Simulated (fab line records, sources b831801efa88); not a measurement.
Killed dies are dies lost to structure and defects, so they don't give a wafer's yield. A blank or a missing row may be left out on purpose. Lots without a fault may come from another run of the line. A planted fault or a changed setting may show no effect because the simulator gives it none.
A sampling plan put to the test | flow sky130 | one fab line, 52 faults that these records tell of, each judged on the records of the lots that it struck; 1 more is left out, because the records don't allow judging it
The plan is the line's own looks: the steps of the route at which a gauge or an inspection reads the wafer and doesn't change it. A look can be judged if struck wafers have a number there and the file gives its usual mean and standard deviation on fault-free wafers. Caught: at a look after the fault's first step, the mean of the struck wafers lies 4 or more of those standard deviations (sigma) from the usual mean. On the tool: the same test on the tool's own readings at the fault's steps. Another recipe on the struck wafers, or a record that is blank for them alone, also counts as caught.

THE FAULTS, as the simulator had put them in
1. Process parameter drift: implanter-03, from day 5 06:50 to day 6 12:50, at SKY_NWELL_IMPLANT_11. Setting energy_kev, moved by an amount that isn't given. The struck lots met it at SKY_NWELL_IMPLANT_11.
2. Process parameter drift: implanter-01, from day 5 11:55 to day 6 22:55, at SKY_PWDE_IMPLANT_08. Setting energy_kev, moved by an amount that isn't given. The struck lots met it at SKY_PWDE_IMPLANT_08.
3. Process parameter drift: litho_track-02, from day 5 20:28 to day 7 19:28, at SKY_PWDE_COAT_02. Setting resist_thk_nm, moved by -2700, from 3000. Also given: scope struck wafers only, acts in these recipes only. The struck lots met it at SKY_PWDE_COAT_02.
4. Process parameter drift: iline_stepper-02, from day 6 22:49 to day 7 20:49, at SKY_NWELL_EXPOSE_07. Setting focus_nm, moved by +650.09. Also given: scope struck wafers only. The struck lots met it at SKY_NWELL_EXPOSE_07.
5. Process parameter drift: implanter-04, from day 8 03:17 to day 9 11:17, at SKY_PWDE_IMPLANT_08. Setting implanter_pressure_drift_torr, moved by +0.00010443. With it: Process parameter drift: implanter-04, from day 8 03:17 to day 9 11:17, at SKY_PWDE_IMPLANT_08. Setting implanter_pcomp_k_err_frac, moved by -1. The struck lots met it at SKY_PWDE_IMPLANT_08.
6. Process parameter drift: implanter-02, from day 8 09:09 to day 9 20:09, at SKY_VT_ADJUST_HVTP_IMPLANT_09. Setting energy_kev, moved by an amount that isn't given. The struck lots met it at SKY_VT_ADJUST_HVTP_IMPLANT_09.
7. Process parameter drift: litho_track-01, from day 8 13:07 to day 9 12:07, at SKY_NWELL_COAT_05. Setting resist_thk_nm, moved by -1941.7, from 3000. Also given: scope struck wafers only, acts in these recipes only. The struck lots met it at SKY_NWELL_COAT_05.
8. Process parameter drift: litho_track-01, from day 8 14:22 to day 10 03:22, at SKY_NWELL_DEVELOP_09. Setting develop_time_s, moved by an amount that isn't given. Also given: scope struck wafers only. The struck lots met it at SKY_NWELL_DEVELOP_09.
9. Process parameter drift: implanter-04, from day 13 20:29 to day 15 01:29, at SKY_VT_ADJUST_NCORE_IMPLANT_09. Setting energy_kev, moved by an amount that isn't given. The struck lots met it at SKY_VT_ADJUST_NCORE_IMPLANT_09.
10. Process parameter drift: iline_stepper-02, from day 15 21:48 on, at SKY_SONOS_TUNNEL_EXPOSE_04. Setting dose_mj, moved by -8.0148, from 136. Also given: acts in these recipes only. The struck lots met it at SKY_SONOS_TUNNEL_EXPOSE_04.
11. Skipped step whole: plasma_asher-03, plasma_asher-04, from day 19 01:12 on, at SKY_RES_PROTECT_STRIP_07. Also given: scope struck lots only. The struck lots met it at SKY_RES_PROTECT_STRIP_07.
12. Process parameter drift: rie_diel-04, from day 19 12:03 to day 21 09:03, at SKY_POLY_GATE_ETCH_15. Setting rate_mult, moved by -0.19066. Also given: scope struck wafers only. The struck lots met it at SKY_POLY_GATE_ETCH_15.
13. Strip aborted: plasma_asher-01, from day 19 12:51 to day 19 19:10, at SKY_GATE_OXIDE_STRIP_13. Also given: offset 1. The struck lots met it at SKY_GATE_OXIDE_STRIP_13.
14. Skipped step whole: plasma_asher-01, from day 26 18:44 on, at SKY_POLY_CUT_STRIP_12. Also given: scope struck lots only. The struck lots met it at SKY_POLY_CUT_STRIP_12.
15. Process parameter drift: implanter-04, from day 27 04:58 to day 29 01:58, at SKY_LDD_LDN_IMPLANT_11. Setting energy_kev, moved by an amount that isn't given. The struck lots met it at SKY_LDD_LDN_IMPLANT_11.
16. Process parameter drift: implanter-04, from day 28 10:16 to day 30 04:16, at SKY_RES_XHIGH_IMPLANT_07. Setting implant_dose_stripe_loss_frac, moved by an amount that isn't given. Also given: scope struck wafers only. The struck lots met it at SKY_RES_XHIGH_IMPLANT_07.
17. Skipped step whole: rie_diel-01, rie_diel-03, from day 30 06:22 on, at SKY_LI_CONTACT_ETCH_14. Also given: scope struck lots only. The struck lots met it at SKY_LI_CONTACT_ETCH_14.
18. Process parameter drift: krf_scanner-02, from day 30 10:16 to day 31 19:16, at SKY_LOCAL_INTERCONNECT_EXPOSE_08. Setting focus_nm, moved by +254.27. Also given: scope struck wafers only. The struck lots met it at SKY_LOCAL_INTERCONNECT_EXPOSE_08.
19. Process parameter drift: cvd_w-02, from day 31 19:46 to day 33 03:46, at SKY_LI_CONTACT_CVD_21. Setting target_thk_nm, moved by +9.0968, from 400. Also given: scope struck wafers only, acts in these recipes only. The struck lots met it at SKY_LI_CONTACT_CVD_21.
20. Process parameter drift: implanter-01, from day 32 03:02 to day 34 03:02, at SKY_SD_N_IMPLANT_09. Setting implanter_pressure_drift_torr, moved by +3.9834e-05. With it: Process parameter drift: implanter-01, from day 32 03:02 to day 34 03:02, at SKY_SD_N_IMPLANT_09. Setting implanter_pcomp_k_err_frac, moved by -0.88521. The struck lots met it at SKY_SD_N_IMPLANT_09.
21. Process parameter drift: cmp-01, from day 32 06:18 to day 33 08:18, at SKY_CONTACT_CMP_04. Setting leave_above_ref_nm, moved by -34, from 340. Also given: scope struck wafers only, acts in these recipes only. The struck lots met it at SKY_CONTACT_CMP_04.
22. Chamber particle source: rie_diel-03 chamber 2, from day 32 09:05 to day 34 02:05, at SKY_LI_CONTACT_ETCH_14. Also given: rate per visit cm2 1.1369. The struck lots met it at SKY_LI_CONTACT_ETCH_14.
23. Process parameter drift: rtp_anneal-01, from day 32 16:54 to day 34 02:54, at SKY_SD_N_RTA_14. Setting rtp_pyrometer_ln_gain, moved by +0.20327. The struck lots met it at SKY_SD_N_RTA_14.
24. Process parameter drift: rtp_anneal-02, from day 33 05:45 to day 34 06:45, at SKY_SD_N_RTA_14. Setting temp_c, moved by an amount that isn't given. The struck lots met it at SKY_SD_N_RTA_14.
25. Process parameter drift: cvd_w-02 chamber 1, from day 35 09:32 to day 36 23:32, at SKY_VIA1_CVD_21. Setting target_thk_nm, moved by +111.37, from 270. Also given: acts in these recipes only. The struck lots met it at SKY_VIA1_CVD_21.
26. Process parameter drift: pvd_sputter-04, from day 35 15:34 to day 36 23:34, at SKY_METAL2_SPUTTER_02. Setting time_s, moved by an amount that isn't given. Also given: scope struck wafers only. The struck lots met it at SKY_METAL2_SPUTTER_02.
27. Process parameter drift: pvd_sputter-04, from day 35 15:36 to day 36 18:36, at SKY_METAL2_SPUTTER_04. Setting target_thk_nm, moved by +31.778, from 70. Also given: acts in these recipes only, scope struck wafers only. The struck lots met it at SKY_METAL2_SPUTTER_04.
28. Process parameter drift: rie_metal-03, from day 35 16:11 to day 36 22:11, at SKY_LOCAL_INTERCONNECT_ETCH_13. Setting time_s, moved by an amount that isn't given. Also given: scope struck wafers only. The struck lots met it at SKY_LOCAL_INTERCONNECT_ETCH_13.
29. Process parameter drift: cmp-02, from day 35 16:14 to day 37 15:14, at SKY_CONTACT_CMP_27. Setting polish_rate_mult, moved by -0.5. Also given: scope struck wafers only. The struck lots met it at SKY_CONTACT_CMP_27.
30. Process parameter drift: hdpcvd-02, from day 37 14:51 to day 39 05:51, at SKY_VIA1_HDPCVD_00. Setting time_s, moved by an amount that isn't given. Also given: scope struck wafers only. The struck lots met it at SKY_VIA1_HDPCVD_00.
31. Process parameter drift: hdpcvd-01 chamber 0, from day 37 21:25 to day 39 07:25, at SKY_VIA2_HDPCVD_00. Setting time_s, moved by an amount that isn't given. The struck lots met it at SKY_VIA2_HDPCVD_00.
32. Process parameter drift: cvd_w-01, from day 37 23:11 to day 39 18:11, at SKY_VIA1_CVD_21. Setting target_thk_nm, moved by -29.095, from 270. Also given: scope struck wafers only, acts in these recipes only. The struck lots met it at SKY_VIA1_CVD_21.
33. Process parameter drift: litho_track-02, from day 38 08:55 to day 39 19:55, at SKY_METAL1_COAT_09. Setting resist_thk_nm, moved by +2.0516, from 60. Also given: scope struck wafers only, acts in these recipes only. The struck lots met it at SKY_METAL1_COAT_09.
34. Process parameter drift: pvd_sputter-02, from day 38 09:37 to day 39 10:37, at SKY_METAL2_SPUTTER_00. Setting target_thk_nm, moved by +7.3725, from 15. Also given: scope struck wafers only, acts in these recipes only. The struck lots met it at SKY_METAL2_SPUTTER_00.
35. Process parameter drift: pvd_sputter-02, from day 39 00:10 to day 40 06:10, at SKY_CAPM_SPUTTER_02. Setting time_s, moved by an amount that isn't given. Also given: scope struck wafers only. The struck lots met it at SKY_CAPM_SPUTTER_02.
36. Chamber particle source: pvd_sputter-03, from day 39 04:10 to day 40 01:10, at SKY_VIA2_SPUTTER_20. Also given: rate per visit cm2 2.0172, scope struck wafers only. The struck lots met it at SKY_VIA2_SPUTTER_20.
37. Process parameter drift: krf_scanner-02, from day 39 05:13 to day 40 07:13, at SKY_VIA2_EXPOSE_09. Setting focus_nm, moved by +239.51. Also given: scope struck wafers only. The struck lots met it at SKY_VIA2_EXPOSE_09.
38. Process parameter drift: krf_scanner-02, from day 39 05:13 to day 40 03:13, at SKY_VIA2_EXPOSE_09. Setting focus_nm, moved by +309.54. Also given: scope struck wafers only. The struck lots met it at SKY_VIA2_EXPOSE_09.
39. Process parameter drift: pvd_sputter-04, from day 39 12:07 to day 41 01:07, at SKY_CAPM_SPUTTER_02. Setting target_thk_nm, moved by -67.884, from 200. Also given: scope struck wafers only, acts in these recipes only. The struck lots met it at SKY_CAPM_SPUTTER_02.
40. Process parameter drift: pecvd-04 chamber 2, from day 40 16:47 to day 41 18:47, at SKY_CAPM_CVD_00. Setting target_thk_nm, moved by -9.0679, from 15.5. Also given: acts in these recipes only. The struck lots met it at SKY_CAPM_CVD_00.
41. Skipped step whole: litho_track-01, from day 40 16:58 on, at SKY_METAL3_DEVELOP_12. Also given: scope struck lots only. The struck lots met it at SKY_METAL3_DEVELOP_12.
42. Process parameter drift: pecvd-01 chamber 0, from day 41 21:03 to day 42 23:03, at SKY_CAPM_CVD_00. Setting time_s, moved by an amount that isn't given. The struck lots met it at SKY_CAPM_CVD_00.
43. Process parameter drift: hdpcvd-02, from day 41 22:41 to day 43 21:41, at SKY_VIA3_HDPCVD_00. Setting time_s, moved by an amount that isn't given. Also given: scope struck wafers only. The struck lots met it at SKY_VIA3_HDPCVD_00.
44. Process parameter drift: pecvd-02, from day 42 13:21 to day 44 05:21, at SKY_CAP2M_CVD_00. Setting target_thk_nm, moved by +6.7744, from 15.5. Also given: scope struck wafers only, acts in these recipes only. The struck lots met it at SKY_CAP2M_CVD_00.
45. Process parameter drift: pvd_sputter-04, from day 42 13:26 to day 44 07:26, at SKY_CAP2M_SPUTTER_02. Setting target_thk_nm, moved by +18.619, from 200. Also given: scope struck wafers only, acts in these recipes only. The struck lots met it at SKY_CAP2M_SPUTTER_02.
46. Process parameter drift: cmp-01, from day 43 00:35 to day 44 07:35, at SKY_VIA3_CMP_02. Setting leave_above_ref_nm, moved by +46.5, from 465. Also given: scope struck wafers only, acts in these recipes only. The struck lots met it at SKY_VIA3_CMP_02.
47. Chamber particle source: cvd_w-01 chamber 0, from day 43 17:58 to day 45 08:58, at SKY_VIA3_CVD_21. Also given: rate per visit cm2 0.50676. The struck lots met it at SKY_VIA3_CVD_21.
48. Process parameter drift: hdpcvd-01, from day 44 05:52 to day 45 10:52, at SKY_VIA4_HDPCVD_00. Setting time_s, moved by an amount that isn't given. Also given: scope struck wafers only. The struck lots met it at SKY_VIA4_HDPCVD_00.
49. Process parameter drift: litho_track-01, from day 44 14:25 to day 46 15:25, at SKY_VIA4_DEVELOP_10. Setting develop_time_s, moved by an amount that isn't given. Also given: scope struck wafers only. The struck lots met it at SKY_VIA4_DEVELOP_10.
50. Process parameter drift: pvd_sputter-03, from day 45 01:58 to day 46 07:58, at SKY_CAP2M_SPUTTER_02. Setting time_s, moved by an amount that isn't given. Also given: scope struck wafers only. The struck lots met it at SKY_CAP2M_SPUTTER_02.
51. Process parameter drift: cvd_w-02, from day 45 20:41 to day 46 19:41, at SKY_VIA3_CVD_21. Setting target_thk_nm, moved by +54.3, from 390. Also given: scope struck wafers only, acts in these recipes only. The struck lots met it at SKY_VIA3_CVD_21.
52. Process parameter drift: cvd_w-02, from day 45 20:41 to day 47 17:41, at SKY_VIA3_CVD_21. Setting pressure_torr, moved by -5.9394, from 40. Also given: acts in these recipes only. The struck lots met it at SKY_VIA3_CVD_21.

WHAT THE PLAN SAW
fault | on the tool itself                               | first look that catches it                      | reading, sigma                                                        | median hours from its first step to that look | hours from the fault's start to the first struck lot there | judged looks passed uncaught
1     | beam_energy_keV -99 or beyond sigma              | SKY_NWELL_RS_MEAS_29                            | NWELL_RS +19                                                          | 19.4                                          | 22                                                         | 1
2     | beam_energy_keV +99 or beyond sigma              | no look after it can be judged                  | -                                                                     | -                                             | -                                                          | 0
3     | under 2 sigma                                    | SKY_NWELL_TW_MEAS_26                            | NWELL_2_TW +9.8                                                       | 51.1                                          | 58                                                         | 0
4     | no reading that can be judged                    | none of the 6 looks that can be judged after it | -                                                                     | -                                             | -                                                          | 6
5     | end_station_pressure_torr +99 or beyond sigma    | SKY_PWDE_TW_MEAS_10                             | PWDE_TW +8.9                                                          | 0.2                                           | 5                                                          | 0
6     | beam_energy_keV +99 or beyond sigma              | no look after it can be judged                  | -                                                                     | -                                             | -                                                          | 0
7     | under 2 sigma                                    | not the one look that can be judged after it    | -                                                                     | -                                             | -                                                          | 1
8     | no reading that can be judged                    | SKY_NWELL_TW_MEAS_15                            | NWELL_TW -98                                                          | 1.2                                           | 5                                                          | 0
9     | beam_energy_keV +99 or beyond sigma              | not the one look that can be judged after it    | strongest: VT_ADJUST_NCORE_TW at SKY_VT_ADJUST_NCORE_TW_MEAS_11, +3.7 | -                                             | -                                                          | 1
10    | exposure_dose_mJ_cm2 -57 sigma                   | SKY_SONOS_TUNNEL_CD_MEAS_07                     | cd_nm -5.3                                                            | 14.5                                          | 24                                                         | 0
11    | the tool's record is blank for the struck wafers | no look after it can be judged                  | -                                                                     | -                                             | -                                                          | 0
12    | under 2 sigma                                    | not the one look that can be judged after it    | strongest: cd_nm at SKY_POLY_GATE_CD_MEAS_22, +2.3                    | -                                             | -                                                          | 1
13    | oes_product_au +44 sigma                         | no look after it can be judged                  | -                                                                     | -                                             | -                                                          | 0
14    | the tool's record is blank for the struck wafers | no look after it can be judged                  | -                                                                     | -                                             | -                                                          | 0
15    | beam_energy_keV +99 or beyond sigma              | no look after it can be judged                  | -                                                                     | -                                             | -                                                          | 0
16    | no reading that can be judged                    | none of the 7 looks that can be judged after it | strongest: RES_XHIGH_RS at SKY_SD_N_RS_MEAS_18, +3.1                  | -                                             | -                                                          | 7
17    | the tool's record is blank for the struck wafers | no look after it can be judged                  | -                                                                     | -                                             | -                                                          | 0
18    | under 2 sigma                                    | SKY_LOCAL_INTERCONNECT_CD_MEAS_11               | cd_nm -33                                                             | 14.1                                          | 18                                                         | 0
19    | under 2 sigma                                    | not the one look that can be judged after it    | -                                                                     | -                                             | -                                                          | 1
20    | end_station_pressure_torr +39 sigma              | SKY_SD_N_RS_MEAS_16                             | SD_N_RS -9.0                                                          | 0.7                                           | 4                                                          | 0
21    | under 2 sigma                                    | no look after it can be judged                  | -                                                                     | -                                             | -                                                          | 0
22    | under 2 sigma                                    | none of the 6 looks that can be judged after it | -                                                                     | -                                             | -                                                          | 6
23    | lamp_power_pct -15 sigma                         | SKY_SD_N_RS_MEAS_16                             | SD_N_RS +34                                                           | 0.2                                           | 11                                                         | 0
24    | wafer_temp_C_max +4.7 sigma                      | SKY_SD_N_RS_MEAS_16                             | SD_N_RS -9.1                                                          | 0.2                                           | 8                                                          | 0
25    | only faintly: heater_power_w +2.1 sigma          | SKY_VIA1_RS_MEAS_22                             | VIA1_W_RS -19                                                         | 0.1                                           | 1                                                          | 0
26    | under 2 sigma                                    | SKY_METAL2_RS_MEAS_05                           | METAL2_ALCU_RS +6.0                                                   | 0.1                                           | 4                                                          | 0
27    | under 2 sigma                                    | SKY_METAL2_THK_MEAS_06                          | METAL2_ALCU_THK -6.6                                                  | 0.2                                           | 5                                                          | 0
28    | oes_product_au +17 sigma                         | no look after it can be judged                  | -                                                                     | -                                             | -                                                          | 0
29    | overpolish_run_s -99 or beyond sigma             | no look after it can be judged                  | -                                                                     | -                                             | -                                                          | 0
30    | run_length_s +99 or beyond sigma                 | SKY_VIA1_THK_MEAS_01                            | VIA1_HDPCVD_THK +25                                                   | 0.1                                           | 13                                                         | 0
31    | run_length_s +99 or beyond sigma                 | SKY_VIA2_THK_MEAS_01                            | VIA2_HDPCVD_THK +25                                                   | 0.1                                           | 4                                                          | 0
32    | under 2 sigma                                    | SKY_VIA1_RS_MEAS_22                             | VIA1_W_RS +8.3                                                        | 0.1                                           | 18                                                         | 0
33    | under 2 sigma                                    | no look after it can be judged                  | -                                                                     | -                                             | -                                                          | 0
34    | under 2 sigma                                    | no look after it can be judged                  | -                                                                     | -                                             | -                                                          | 0
35    | under 2 sigma                                    | SKY_CAPM_RS_MEAS_03                             | CAPM_TIN_RS -9.6                                                      | 0.1                                           | 13                                                         | 0
36    | under 2 sigma                                    | not the one look that can be judged after it    | -                                                                     | -                                             | -                                                          | 1
37    | under 2 sigma                                    | SKY_VIA2_CD_MEAS_12                             | cd_nm -14                                                             | 12.6                                          | 25                                                         | 0
38    | no reading that can be judged                    | SKY_VIA2_CD_MEAS_12                             | cd_nm -23                                                             | 12.6                                          | 18                                                         | 0
39    | under 2 sigma                                    | SKY_CAPM_RS_MEAS_03                             | CAPM_TIN_RS +46                                                       | 0.1                                           | 15                                                         | 0
40    | under 2 sigma                                    | SKY_CAPM_THK_MEAS_01                            | CAPM_CVD_00_THK -42                                                   | 0.0                                           | 9                                                          | 0
41    | no reading that can be judged                    | no look after it can be judged                  | -                                                                     | -                                             | -                                                          | 0
42    | under 2 sigma                                    | SKY_CAPM_THK_MEAS_01                            | CAPM_CVD_00_THK -44                                                   | 0.0                                           | 5                                                          | 0
43    | run_length_s -99 or beyond sigma                 | SKY_VIA3_THK_MEAS_01                            | VIA3_HDPCVD_THK -21                                                   | 0.2                                           | 10                                                         | 0
44    | under 2 sigma                                    | SKY_CAP2M_THK_MEAS_01                           | CAP2M_CVD_00_THK +33                                                  | 0.0                                           | 4                                                          | 0
45    | under 2 sigma                                    | SKY_CAP2M_RS_MEAS_03                            | CAP2M_TIN_RS -6.7                                                     | 0.1                                           | 4                                                          | 0
46    | under 2 sigma                                    | not the one look that can be judged after it    | -                                                                     | -                                             | -                                                          | 1
47    | under 2 sigma                                    | not the one look that can be judged after it    | -                                                                     | -                                             | -                                                          | 1
48    | run_length_s -98 sigma                           | SKY_VIA4_THK_MEAS_01                            | VIA4_HDPCVD_THK -15                                                   | 0.2                                           | 13                                                         | 0
49    | no reading that can be judged                    | not the one look that can be judged after it    | -                                                                     | -                                             | -                                                          | 1
50    | under 2 sigma                                    | SKY_CAP2M_RS_MEAS_03                            | CAP2M_TIN_RS +6.4                                                     | 0.1                                           | 19                                                         | 0
51    | under 2 sigma                                    | SKY_VIA3_RS_MEAS_22                             | VIA3_W_RS -8.2                                                        | 0.1                                           | 1                                                          | 0
52    | chamber_pressure_Torr -69 sigma                  | SKY_VIA3_RS_MEAS_22                             | VIA3_W_RS +5.6                                                        | 0.1                                           | 1                                                          | 0
A dash: the fault isn't caught, or these records don't give the number.

Caught at a look: 28 of 52. Caught on the tool: 21 of 52. By one or the other: 38 of 52.
Caught on the tool alone: faults 2, 6, 9, 11, 13, 14, 15, 17, 28, 29.
Caught at a look alone: faults 3, 8, 18, 25, 26, 27, 32, 35, 37, 38, 39, 40, 42, 44, 45, 50, 51.
Caught by neither: faults 4, 7, 12, 16, 19, 21, 22, 33, 34, 36, 41, 46, 47, 49.

THINNER SAMPLING
If the look that catches a fault measured only every second or every third lot, by lot number, the first struck lot would be measured this late in the worst case:
fault | struck lots at that look, in order of time | every lot | every second lot | every third lot
1     | L879, L880, L882                           | 22 h      | 26 h             | may miss all 3
3     | L523, L524, L527                           | 58 h      | 65 h             | may miss all 3
5     | L188, L189                                 | 5 h       | 12 h             | may miss all 2
8     | L474, L476                                 | 5 h       | may miss all 2   | may miss all 2
10    | L433, L434, L435, L436                     | 24 h      | 29 h             | 42 h
18    | L383, L386                                 | 18 h      | 43 h             | may miss all 2
20    | L873, L875                                 | 4 h       | may miss all 2   | may miss all 2
23    | L870, L872                                 | 11 h      | may miss all 2   | may miss all 2
24    | L673, L675                                 | 8 h       | may miss all 2   | may miss all 2
25    | L614, L618                                 | 1 h       | may miss all 2   | may miss all 2
26    | L728, L731                                 | 4 h       | 23 h             | may miss all 2
27    | L680, L683                                 | 5 h       | 23 h             | may miss all 2
30    | L421, L424                                 | 13 h      | 29 h             | may miss all 2
31    | L174, L175                                 | 4 h       | 13 h             | may miss all 2
32    | L385, L386                                 | 18 h      | 21 h             | may miss all 2
35    | L790                                       | 13 h      | may miss it      | may miss it
37    | L818                                       | 25 h      | may miss it      | may miss it
38    | L373, L375                                 | 18 h      | may miss all 2   | may miss all 2
39    | L339, L341                                 | 15 h      | may miss all 2   | may miss all 2
40    | L207, L209                                 | 9 h       | may miss all 2   | may miss all 2
42    | L190, L191                                 | 5 h       | 12 h             | may miss all 2
43    | L437                                       | 10 h      | may miss it      | may miss it
44    | L176, L177                                 | 4 h       | 16 h             | may miss all 2
45    | L213, L217                                 | 4 h       | may miss all 2   | may miss all 2
48    | L605, L607                                 | 13 h      | may miss all 2   | may miss all 2
50    | L563                                       | 19 h      | may miss it      | may miss it
51    | L996                                       | 1 h       | may miss it      | may miss it
52    | L253, L254                                 | 1 h       | 13 h             | may miss all 2
Hours are from the fault's start to the first struck lot that is measured. The limit of 4 sigma was tested on all struck wafers together, so one lot alone may lie under it. Other struck lots may not be in these records.

THE LONGEST TIMED WAY FROM STEP TO LOOK
Fault 3: a median of 51.1 hours passes between SKY_PWDE_COAT_02 and SKY_NWELL_TW_MEAS_26. No look between them can be judged.
